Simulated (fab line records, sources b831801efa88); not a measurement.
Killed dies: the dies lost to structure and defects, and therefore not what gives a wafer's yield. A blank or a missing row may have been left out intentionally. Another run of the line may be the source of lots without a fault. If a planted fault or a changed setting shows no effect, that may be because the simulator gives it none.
The tool behind it: which one? | flow sfqLine | 13 lots, 39 wafers sampled, at 3 steps of a route of 325

== WHAT THE GAUGES SHOWED, per wafer ==
SFQ_M1_OVL_MEAS_911. Usual: M1_OVL typically reads 2 nm, with standard deviation 5.1.
lot  | measured     | on         | M1_OVL (nm) | flag
L735 | day 13 09:30 | overlay-01 | 6 14 3      | 
L736 | day 13 11:54 | overlay-01 | 1 7 -2      | 
L738 | day 14 03:34 | overlay-02 | -5 -3 1     | 
L740 | day 14 14:23 | overlay-01 | 0 5 1       | 
L741 | day 15 01:11 | overlay-01 | 0 2 0       | 
L744 | day 16 04:46 | overlay-02 | -1 -3 3     | 
L745 | day 16 19:10 | overlay-01 | 14 4 2      | 
L746 | day 17 08:34 | overlay-02 | 6 15 2      | 
L747 | day 17 11:58 | overlay-01 | 11 7 15     | 
L752 | day 19 02:01 | overlay-01 | 9 3 3       | 
L754 | day 19 17:37 | overlay-02 | -6 4 0      | 
L756 | day 20 18:49 | overlay-01 | -1 4 -8     | 
L758 | day 21 17:37 | overlay-02 | 7 1 6       | 

SFQ_I2_BOW_MEAS_917. Usual: I2_BOW typically reads 1 um, with standard deviation 7.9.
lot  | measured     | on           | I2_BOW (um) | flag
L735 | day 21 02:32 | filmMetro-02 | 1 -1 10     | 
L736 | day 21 11:34 | filmMetro-03 | -11 -10 -18 | 
L738 | day 22 06:01 | filmMetro-04 | -4 -11 -9   | 
L740 | day 22 22:30 | filmMetro-04 | 21 15 8     | 
L741 | day 23 12:20 | filmMetro-02 | -12 -4 -5   | 
L744 | day 24 22:29 | filmMetro-03 | -6 -8 -11   | 
L745 | day 25 23:29 | filmMetro-04 | -3 2 13     | 
L746 | day 26 11:29 | filmMetro-04 | 15 7 -1     | 
L747 | day 26 15:32 | filmMetro-03 | 5 -4 -7     | 
L752 | day 28 21:19 | filmMetro-02 | 2 2 0       | 
L754 | day 29 15:20 | filmMetro-03 | -11 -7 5    | 
L756 | day 30 17:56 | filmMetro-02 | -7 -6 -5    | 
L758 | day 32 00:11 | filmMetro-04 | 6 11 3      | 

== EACH LOT AND THE TOOL THAT RAN IT (in order: tool; ch and the chambers of the sampled wafers; start) ==
lot  | SFQ_TRILAYER_I0_VIA_ETCH_VIA_ETCH_034
L735 | rieDiel-01 ch 0,1,3, day 10 11:13
L736 | rieDiel-01 ch 0,1, day 10 16:17
L738 | rieDiel-02 ch 0,1,2, day 11 07:10
L740 | rieDiel-01 ch 2,3, day 11 15:34
L741 | rieDiel-01 ch 0,1,2, day 12 01:10
L744 | rieDiel-02 ch 0,3, day 13 04:46
L745 | rieDiel-02 ch 2,3, day 13 13:10
L746 | rieDiel-04 ch 0,2,3, day 13 21:34
L747 | rieDiel-01 ch 1,2,3, day 13 22:51
L752 | rieDiel-01 ch 0,1, day 15 07:15
L754 | rieDiel-02 ch 0,2,3, day 15 21:39
L756 | rieDiel-04 ch 0,2, day 16 21:39
L758 | rieDiel-02 ch 1,2,3, day 17 21:44
- SFQ_TRILAYER_I0_VIA_ETCH_VIA_ETCH_034: etches SiO2 in CHF3, stops on Nb, target depth 260 nm.

== AS READ BY THE TOOLS THEMSELVES (means over the sampled wafers that have a number; for cases with no such wafer, the mark the record gives instead) ==
SFQ_TRILAYER_I0_VIA_ETCH_VIA_ETCH_034. Usual: drypumpMotorCurrentA 5.4 A, standard deviation 0.36; oesProductAu 0.854 a.u., standard deviation 0.0053.
lot  | tool       | drypumpMotorCurrentA (A) | oesProductAu (a.u.) | flag
L735 | rieDiel-01 | 5.2                      | 0.859               | 
L736 | rieDiel-01 | 5.2                      | 0.854               | 
L738 | rieDiel-02 | 5.6                      | 0.857               | 
L740 | rieDiel-01 | 5.5                      | 0.849               | 
L741 | rieDiel-01 | 5.3                      | 0.854               | 
L744 | rieDiel-02 | 5.8                      | 0.854               | 
L745 | rieDiel-02 | 6.0                      | 0.848               | 
L746 | rieDiel-04 | 5.1                      | 0.856               | 
L747 | rieDiel-01 | 5.4                      | 0.853               | 
L752 | rieDiel-01 | 5.2                      | 0.850               | 
L754 | rieDiel-02 | 5.9                      | 0.846               | 
L756 | rieDiel-04 | 5.2                      | 0.859               | 
L758 | rieDiel-02 | 5.7                      | 0.853               | 

== THE ANSWER, worked out from the rows above alone ==
Rule: take the mean of a lot's wafers that have a number; if it is more than 3 standard deviations from the usual mean, the lot is off. A lot without any number at a reading at which 4 lots or more have one is off too. Any other lot the step has rows for is counted as sound. First the gauges in route order, then the tools' own readings, where a lot's mean is used as printed above. At the first step where some lot is off, the reading lying furthest off is the one used; lots without a number count as furthest.
No lot is off at any reading shown: from this, nothing can be told.

== WHAT THE SIMULATOR HAD PUT IN ==
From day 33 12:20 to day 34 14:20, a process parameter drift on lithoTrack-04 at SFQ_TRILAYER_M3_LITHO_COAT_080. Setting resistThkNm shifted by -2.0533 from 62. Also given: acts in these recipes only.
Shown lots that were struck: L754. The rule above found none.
